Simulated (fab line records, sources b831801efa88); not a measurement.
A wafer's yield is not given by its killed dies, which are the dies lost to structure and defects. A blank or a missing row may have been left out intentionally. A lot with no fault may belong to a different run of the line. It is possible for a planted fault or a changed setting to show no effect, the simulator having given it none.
Matching of chambers / flow gf180mcu / cmp-02 running GF_V4_CMP_04: 4 sister chambers
The step polishes SiO2. 8 wafers are shown with their chamber, then 12 later ones without.

== EACH WAFER AND ITS CHAMBER ==
wafer=L082.2; chamber=3; motor current A (A)=10.5; time to endpoint s (s)=76
wafer=L083.4; chamber=2; motor current A (A)=12.6; time to endpoint s (s)=87
wafer=L085.1; chamber=2; motor current A (A)=12.0; time to endpoint s (s)=89
wafer=L085.5; chamber=1; motor current A (A)=13.8; time to endpoint s (s)=91
wafer=L085.6; chamber=0; motor current A (A)=11.3; time to endpoint s (s)=74
wafer=L086.3; chamber=1; motor current A (A)=14.2; time to endpoint s (s)=82
wafer=L086.4; chamber=0; motor current A (A)=11.3; time to endpoint s (s)=81
wafer=L086.5; chamber=3; motor current A (A)=10.7; time to endpoint s (s)=80

== WAFERS WHOSE CHAMBER IS MISSING ==
wafer=L091.4; motor current A (A)=12.3; time to endpoint s (s)=87
wafer=L091.5; motor current A (A)=10.8; time to endpoint s (s)=82
wafer=L091.6; motor current A (A)=13.6; time to endpoint s (s)=83
wafer=L095.2; motor current A (A)=11.1; time to endpoint s (s)=79
wafer=L095.5; motor current A (A)=12.1; time to endpoint s (s)=87
wafer=L095.6; motor current A (A)=14.1; time to endpoint s (s)=92
wafer=L096.2; motor current A (A)=10.8; time to endpoint s (s)=74
wafer=L096.3; motor current A (A)=11.1; time to endpoint s (s)=74
wafer=L096.5; motor current A (A)=10.7; time to endpoint s (s)=70
wafer=L097.1; motor current A (A)=12.4; time to endpoint s (s)=92
wafer=L097.3; motor current A (A)=11.6; time to endpoint s (s)=78
wafer=L097.5; motor current A (A)=11.2; time to endpoint s (s)=92

== CHAMBER TAKEN BY EACH ==
wafer=L091.4; from the rows above=2; in truth=2
wafer=L091.5; from the rows above=can't be placed: 3 or 0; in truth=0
wafer=L091.6; from the rows above=1; in truth=1
wafer=L095.2; from the rows above=can't be placed: 0 or 3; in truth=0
wafer=L095.5; from the rows above=2; in truth=2
wafer=L095.6; from the rows above=1; in truth=1
wafer=L096.2; from the rows above=can't be placed: 3 or 0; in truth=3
wafer=L096.3; from the rows above=can't be placed: 0 or 3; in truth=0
wafer=L096.5; from the rows above=can't be placed: 3 or 0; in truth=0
wafer=L097.1; from the rows above=2; in truth=2
wafer=L097.3; from the rows above=0; in truth=0
wafer=L097.5; from the rows above=can't be placed: 0 or 3 or 2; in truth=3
Placed correctly: 6 of 12. Cannot be placed on the basis of these rows: 6; the candidates contain the true chamber in 6. 0 placed wrongly.
How it was worked out, from the rows above alone: a wafer's distance from a chamber is the root of the sum, over the readings, of the square of ((its reading less the chamber's mean) divided by the reading's scatter). If the next closest chamber is less than 2 further off than the closest, the wafer can't be placed; otherwise it belongs to the closest. Each chamber's mean is taken over the wafers shown for it. The scatter: the root of (the sum of the squares of (reading less its chamber's mean) over the shown wafers, divided by (wafers less chambers)).
